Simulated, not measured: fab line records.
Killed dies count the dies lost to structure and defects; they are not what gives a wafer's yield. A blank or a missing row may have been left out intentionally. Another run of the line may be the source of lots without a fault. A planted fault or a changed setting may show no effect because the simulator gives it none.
Which tool did it? | flow gf180mcu | 11 lots with 33 wafers sampled at 5 steps, on a route of 602 steps

WHAT THE GAUGES READ, wafer by wafer
GF_V1_THK_MEAS_03. Usual: for V1_CVD_02_THK the level is 850 nm and the standard deviation is 12.
lot  | measured     | on            | V1_CVD_02_THK (nm)            | flag
L317 | day 17 05:04 | film_metro-03 | 834 835 847                   |
L320 | day 18 06:55 | film_metro-02 | 839 849 866                   |
L327 | day 21 06:22 | film_metro-02 | 1389 1384 1380 1389 1383 1381 | OFF
L328 | day 21 11:26 | film_metro-02 | 1362 1380 1393 1362 1379 1392 | OFF
L330 | day 22 09:01 | film_metro-04 | 842 838 876                   |
L331 | day 22 16:45 | film_metro-04 | 842 864 875                   |
L332 | day 22 21:28 | film_metro-04 | 863 869 864                   |
L335 | day 24 03:04 | film_metro-03 | 849 850 867                   |
L336 | day 24 07:10 | film_metro-04 | 843 848 857                   |
L339 | day 25 04:10 | film_metro-04 | 858 838 833                   |
L340 | day 25 15:13 | film_metro-04 | 852 882 871                   |

TOOL THAT RAN EACH LOT (tool first, then ch and the chambers of the sampled wafers, then the start)
lot  | GF_CONTACT_SPUTTER_22        | GF_M1_SPUTTER_00             | GF_M1_SPUTTER_04             | GF_V1_CVD_02
L317 | pvd_sputter-01, day 16 04:37 | pvd_sputter-01, day 16 05:17 | pvd_sputter-01, day 16 05:28 | pecvd-04 ch 0,1, day 17 04:59
L320 | pvd_sputter-04, day 17 05:31 | pvd_sputter-03, day 17 06:12 | pvd_sputter-03, day 17 06:23 | pecvd-04 ch 1,2, day 18 06:51
L327 | pvd_sputter-01, day 20 04:34 | pvd_sputter-03, day 20 05:14 | pvd_sputter-03, day 20 05:25 | pecvd-04 ch 0,2, day 21 06:17
L328 | pvd_sputter-01, day 20 07:37 | pvd_sputter-03, day 20 08:17 | pvd_sputter-03, day 20 08:28 | pecvd-04 ch 0,2, day 21 11:19
L330 | pvd_sputter-01, day 21 07:07 | pvd_sputter-03, day 21 07:47 | pvd_sputter-03, day 21 07:58 | pecvd-02 ch 1,2, day 22 08:56
L331 | pvd_sputter-01, day 21 14:55 | pvd_sputter-01, day 21 15:35 | pvd_sputter-01, day 21 15:46 | pecvd-02 ch 0,1,2, day 22 16:40
L332 | pvd_sputter-04, day 21 19:34 | pvd_sputter-01, day 21 20:14 | pvd_sputter-01, day 21 20:25 | pecvd-02 ch 0,1,2, day 22 21:24
L335 | pvd_sputter-04, day 23 02:22 | pvd_sputter-03, day 23 03:02 | pvd_sputter-03, day 23 03:13 | pecvd-02 ch 1,2, day 24 02:59
L336 | pvd_sputter-02, day 23 06:28 | pvd_sputter-03, day 23 07:09 | pvd_sputter-03, day 23 07:20 | pecvd-02 ch 0,1, day 24 07:05
L339 | pvd_sputter-01, day 24 04:10 | pvd_sputter-02, day 24 04:50 | pvd_sputter-02, day 24 05:01 | pecvd-01 ch 0,1,2, day 25 04:05
L340 | pvd_sputter-04, day 24 14:55 | pvd_sputter-01, day 24 15:35 | pvd_sputter-01, day 24 15:47 | pecvd-04 ch 0,1,2, day 25 15:08
- GF_CONTACT_SPUTTER_22: material Ti, target thk 15 nm, time 80.02 s.
- GF_M1_SPUTTER_00: material Ti, target thk 37.5 nm, time 150 s.
- GF_M1_SPUTTER_04: material TiN, target thk 50 nm, time 41.7 s.
- GF_V1_CVD_02: deposits SiO2 from TEOS, target thk 850 nm, time 94.851 s.

AS READ BY THE TOOLS THEMSELVES (means over the sampled wafers that have a number; for cases with no such wafer, the mark the record gives instead)
GF_CONTACT_SPUTTER_22. Usual: cathode_dc_power_W 2500.1 W, standard deviation 0.49; throttle_valve_pct 29.7 %, standard deviation 0.86.
lot  | tool           | cathode_dc_power_W (W) | throttle_valve_pct (%) | flag
L317 | pvd_sputter-01 | 2499.5                 | 29.0                   |
L320 | pvd_sputter-04 | 2500.4                 | 29.5                   |
L327 | pvd_sputter-01 | 2500.0                 | 29.0                   |
L328 | pvd_sputter-01 | 2499.9                 | 29.0                   |
L330 | pvd_sputter-01 | 2500.0                 | 29.1                   |
L331 | pvd_sputter-01 | 2500.1                 | 29.8                   |
L332 | pvd_sputter-04 | 2500.2                 | 29.7                   |
L335 | pvd_sputter-04 | 2500.6                 | 30.0                   |
L336 | pvd_sputter-02 | 2500.2                 | 29.7                   |
L339 | pvd_sputter-01 | 2500.0                 | 29.8                   |
L340 | pvd_sputter-04 | 2500.3                 | 29.5                   |

GF_M1_SPUTTER_00. Usual: cathode_dc_power_W 4000.0 W, standard deviation 0.77; throttle_valve_pct 29.7 %, standard deviation 0.78.
lot  | tool           | cathode_dc_power_W (W) | throttle_valve_pct (%) | flag
L317 | pvd_sputter-01 | 3999.7                 | 30.6                   |
L320 | pvd_sputter-03 | 3999.9                 | 29.5                   |
L327 | pvd_sputter-03 | 4000.8                 | 29.5                   |
L328 | pvd_sputter-03 | 4000.1                 | 29.3                   |
L330 | pvd_sputter-03 | 3999.5                 | 29.5                   |
L331 | pvd_sputter-01 | 3999.3                 | 29.0                   |
L332 | pvd_sputter-01 | 3999.3                 | 29.6                   |
L335 | pvd_sputter-03 | 4000.1                 | 29.7                   |
L336 | pvd_sputter-03 | 3999.5                 | 30.0                   |
L339 | pvd_sputter-02 | 4000.4                 | 30.3                   |
L340 | pvd_sputter-01 | 3999.6                 | 29.0                   |

GF_M1_SPUTTER_04. Usual: cathode_dc_power_W 6499.8 W, standard deviation 1.2; throttle_valve_pct 29.7 %, standard deviation 0.81.
lot  | tool           | cathode_dc_power_W (W) | throttle_valve_pct (%) | flag
L317 | pvd_sputter-01 | 6498.9                 | 30.4                   |
L320 | pvd_sputter-03 | 6499.5                 | 29.6                   |
L327 | pvd_sputter-03 | 6499.7                 | 29.5                   |
L328 | pvd_sputter-03 | 6500.2                 | 29.2                   |
L330 | pvd_sputter-03 | 6500.7                 | 29.7                   |
L331 | pvd_sputter-01 | 6499.1                 | 29.1                   |
L332 | pvd_sputter-01 | 6501.0                 | 29.9                   |
L335 | pvd_sputter-03 | 6499.9                 | 29.4                   |
L336 | pvd_sputter-03 | 6500.0                 | 29.9                   |
L339 | pvd_sputter-02 | 6499.8                 | 30.4                   |
L340 | pvd_sputter-01 | 6499.8                 | 29.1                   |

GF_V1_CVD_02. Usual: heater_power_w 639 W, standard deviation 95; run_length_s 122.8 s, standard deviation 0.41.
lot  | tool     | heater_power_w (W) | run_length_s (s) | flag
L317 | pecvd-04 | 535                | 123.1            |
L320 | pecvd-04 | 662                | 122.7            |
L327 | pecvd-04 | 577                | 181.8            | OFF
L328 | pecvd-04 | 643                | 181.6            | OFF
L330 | pecvd-02 | 646                | 122.5            |
L331 | pecvd-02 | 640                | 122.5            |
L332 | pecvd-02 | 662                | 122.7            |
L335 | pecvd-02 | 667                | 122.8            |
L336 | pecvd-02 | 632                | 123.0            |
L339 | pecvd-01 | 589                | 122.8            |
L340 | pecvd-04 | 686                | 122.8            |

THE ANSWER, worked out from the rows above alone
Rule: take the mean of a lot's wafers that have a number; if it is more than 3 standard deviations from the usual mean, the lot is off. Also off: a lot with no number at a reading for which 4 or more lots have one. Any other lot the step has rows for is counted as sound. Order of review: gauges by route order, followed by the tools' own readings, for which a lot's mean as printed above is used. At the first step where some lot is off, the reading lying furthest off is the one used; lots without a number count as furthest.
Off: at GF_V1_THK_MEAS_03 (V1_CVD_02_THK), L327, L328.
If a tool, at a process step before that reading, ran all the lots that are off and no sound lot after the first of them, it fits. The gauges at GF_V1_THK_MEAS_03 aren't tried: what is off there is off at GF_V1_CVD_02 too, on other tools, and a gauge's error can't cause that. Of those tried, none fits.

WHAT WAS PUT IN BY THE SIMULATOR
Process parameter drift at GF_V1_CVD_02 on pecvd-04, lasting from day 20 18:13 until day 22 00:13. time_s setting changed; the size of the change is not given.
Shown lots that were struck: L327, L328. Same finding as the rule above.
